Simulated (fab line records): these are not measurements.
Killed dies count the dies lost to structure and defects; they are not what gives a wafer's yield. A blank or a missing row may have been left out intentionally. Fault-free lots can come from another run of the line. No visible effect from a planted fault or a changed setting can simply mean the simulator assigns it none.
8D (eight disciplines) problem report, filled in by code + flow sky130 + the parts of the form that need people (team, actions taken, sign-off) are left out

1. THE PROBLEM
Mean VT_ADJUST_NCORE_OVL at SKY_VT_ADJUST_NCORE_OVL_MEAS_08: 207.4 nm over 6 wafers in 2 lots; fault-free wafers: 1.5 nm, standard deviation 1.5. So: +99 or more standard deviations from the usual mean.
First seen on wafer L289.1, day 13 21:05, on overlay-01. The record holds 33 wafers of 11 lots with a number at this step. The rule behind "out" and "out of limits": a value lying over 4 standard deviations away from the usual mean. Any other wafer with a number is counted as sound.

2. WHAT IT IS, AND WHAT IT ISN'T
| question                    | is                     | is not                                                              |
|-----------------------------|------------------------|---------------------------------------------------------------------|
| which readings at this step | VT_ADJUST_NCORE_OVL    | -                                                                   |
| which lots                  | L289, L290             | L275, L276, L277, L278, L279, L280, L281, L284, L293                |
| which wafers of those lots  | all that have a number | -                                                                   |
| read on which gauges        | overlay-01             | overlay-02                                                          |
| when                        | from day 13 21:05      | up to then (24 sound wafers); but 3 sound wafers of L293 came after |

3. SUSPECTS, AND WHAT RULES EACH OUT
Counting: a tool at any process step up to the reading remains a suspect when it ran all the lots that are out and ran no sound lot after the first of those.
- the gauge at SKY_VT_ADJUST_NCORE_OVL_MEAS_08: kept. All the wafers that are out were read on overlay-01, and no step on other tools shows them out.
- iline-stepper-01 at SKY_VT_ADJUST_NCORE_EXPOSE_04 (exposes mask LVTN COMPLEMENT THIN, target cd 380 nm): kept. Every lot that is out went through it, starting with L289 (day 13 09:11), and after that it ran no sound lot; the last sound lot it ran before then is L284 (day 11 08:30).
After counting, iline-stepper-01 at SKY_VT_ADJUST_NCORE_EXPOSE_04 and overlay-01 at SKY_VT_ADJUST_NCORE_OVL_MEAS_08 remain.

4. THE CAUSE (what the simulator had put in)
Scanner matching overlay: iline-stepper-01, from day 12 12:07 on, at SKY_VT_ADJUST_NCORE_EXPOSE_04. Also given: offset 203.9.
Of the 2 suspects that counting leaves, this tool is one.

5. THE EFFECT CHAIN, in route order
Each row: a reading where the mean over the struck wafers with a number is more than 3 standard deviations away from the usual. Scope: only readings with a usual standard deviation given in the record; hours: median across lots of the time from each lot's start at the first step in this table that gives one to its start at this step; sigmas: change in usual standard deviations.
| hours | step                            | reading             | usual  | on struck wafers | change | sigmas      |
|-------|---------------------------------|---------------------|--------|------------------|--------|-------------|
| 0     | SKY_VT_ADJUST_NCORE_OVL_MEAS_08 | VT_ADJUST_NCORE_OVL | 1.5 nm | 207.4            | +205.9 | +99 or more |
| 869   | SKY_PAD_OPEN_PROBE_99           | killed-at-front-end | 14     | 36               | +22    | +5.6        |
The process steps in it:
- SKY_PAD_OPEN_PROBE_99
Later steps that measure or inspect, where all struck wafers having a row at the step show a number for every such reading and not one has moved that far: SKY_VIA1_THK_MEAS_23.

6. HOW IT WOULD HAVE BEEN CAUGHT EARLIER
Counted from the fault's start at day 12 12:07, it took 33 hours until the first out-of-limits reading at a measuring or inspecting step in this record, taken at day 13 21:05.
An alarm limit of 4 standard deviations would not have fired on the tool readings at SKY_VT_ADJUST_NCORE_EXPOSE_04 for which the record gives a usual standard deviation, since none of them was out on any struck wafer.
All the lots that are out (2) had begun SKY_VT_ADJUST_NCORE_EXPOSE_04 on iline-stepper-01 by day 13 21:05. Had the tool been put on hold then, not one of them would have been saved.
